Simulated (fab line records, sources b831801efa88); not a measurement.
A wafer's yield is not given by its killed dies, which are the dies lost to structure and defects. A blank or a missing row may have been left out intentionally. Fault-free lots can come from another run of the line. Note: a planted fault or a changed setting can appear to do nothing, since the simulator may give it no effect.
2 desks, one fault ; flow sky130 ; what lay behind the numbers comes last; until then each desk has only its own

## AT THE TOOL OWNER'S DESK: litho_track-03
The tool's own readings at SKY_VIA4_DEVELOP_10 (develop time 60 s): means of the sampled wafers that have a number, for each lot that ran on this tool. If a lot's mean is further than 4 standard deviations from the usual mean, the lot is out of limits and carries the mark OUT (the distance appears in the brackets).
Columns: A = chill_plate_temp_C at SKY_VIA4_DEVELOP_10, usual 22.99 C; B = developer_temp_C at SKY_VIA4_DEVELOP_10, usual 22.99 C; C = resist_line_temp_C at SKY_VIA4_DEVELOP_10, usual 22.98 C
lot;first seen here;A;B;C
L836;day 44 08:11;23.02;23.00;22.89
L837;day 44 12:04;22.94;25.35 (+24) OUT;22.89
L839;day 45 06:56;23.05;25.31 (+24) OUT;23.09
L848;day 47 22:10;22.82;23.00;23.01
This desk's verdict: out of limits on L837, L839, starting with L837 at day 44 12:04 (developer_temp_C at SKY_VIA4_DEVELOP_10). L836, L848: within limits.

## FROM THE METROLOGY DESK
What the gauges read for every lot (on any tool): the sampled wafers with a number, averaged. If a lot's mean is further than 4 standard deviations from the usual mean, the lot is out of limits and carries the mark OUT (the distance appears in the brackets).
Columns: A = VIA4_HDPCVD_THK at SKY_VIA4_THK_MEAS_01, usual 1746 nm; B = VIA4_BOW at SKY_VIA4_BOW_MEAS_03, usual 81 um; C = VIA4_OVL at SKY_VIA4_OVL_MEAS_11, usual -0.3 nm
lot;first seen here;A;B;C
L836;day 43 09:21;1764;66;-1.7
L837;day 43 12:51;1757;86;0.6
L839;day 44 08:28;1747;76;-1.5
L846;day 45 22:56;1742;93;0.5
L848;day 47 01:56;1730;79;0.4
L854;day 47 17:28;1741;83;0.5
This desk's finding: nothing out of limits on any of the 6 lots.

## BROUGHT TOGETHER
An alarm could have come from the tool owner's desk at day 44 12:04, on L837, L839.
Metrology desk: nothing out of limits seen.
The metrology desk has L837, L839 on record, within its limits.
On litho_track-03, each named lot ran SKY_VIA4_DEVELOP_10.

## WHAT THE SIMULATOR HAD PUT IN
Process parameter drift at SKY_VIA4_DEVELOP_10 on litho_track-03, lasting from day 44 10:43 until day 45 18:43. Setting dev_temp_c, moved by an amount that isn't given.
Struck lots among those shown: L837, L839.
Hours from the fault's start to each desk's first reading out of limits: the tool owner's desk, 1.
